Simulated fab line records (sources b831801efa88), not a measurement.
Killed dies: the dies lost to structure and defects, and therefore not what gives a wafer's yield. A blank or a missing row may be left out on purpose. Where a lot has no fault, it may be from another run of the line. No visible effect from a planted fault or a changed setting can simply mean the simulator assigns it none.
Chamber matching + flow sky130 + SKY_LI_CONTACT_CMP_24 on cmp-01: 4 sister chambers
The step polishes, stops on PSG, t overpolish 20 s, target thk 0 nm. 4 wafers are shown with their chamber, then 7 later ones without.

== WAFERS WITH THEIR CHAMBER ==
| wafer  | chamber | motor-current-A (A) |
|--------|---------|---------------------|
| L507.4 | 2       | 14.3                |
| L507.6 | 3       | 9.5                 |
| L509.1 | 0       | 10.7                |
| L509.2 | 1       | 13.2                |

== WAFERS WHOSE CHAMBER IS MISSING ==
| wafer  | motor-current-A (A) |
|--------|---------------------|
| L509.5 | 11.7                |
| L508.4 | 12.0                |
| L508.5 | 8.9                 |
| L508.6 | 14.5                |
| L510.2 | 14.6                |
| L510.4 | 10.8                |
| L510.5 | 10.5                |

== THE CHAMBER EACH PASSED THROUGH ==
| wafer  | from the rows above               | in truth |
|--------|-----------------------------------|----------|
| L509.5 | can't be placed: 0 or 1 or 3      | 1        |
| L508.4 | can't be placed: 1 or 0 or 2 or 3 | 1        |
| L508.5 | can't be placed: 3 or 0           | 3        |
| L508.6 | can't be placed: 2 or 1           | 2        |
| L510.2 | can't be placed: 2 or 1           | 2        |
| L510.4 | can't be placed: 0 or 3           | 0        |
| L510.5 | can't be placed: 0 or 3           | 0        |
Placed correctly: 0 of 7. Unplaceable from these rows: 7, with the true chamber sitting among the candidates in 7. Number placed wrongly: 0.
How it was worked out, from the rows above alone: a wafer's distance from a chamber is the root of the sum, over the readings, of the square of ((its reading less the chamber's mean) divided by the reading's scatter). The wafer belongs to the nearest chamber; if the next one is less than 2 further off, it can't be placed. Each chamber's mean is taken over the wafers shown for it. The scatter: with one shown wafer a chamber, the root of the mean of the squares of how far each hidden wafer lies from its nearest shown one.
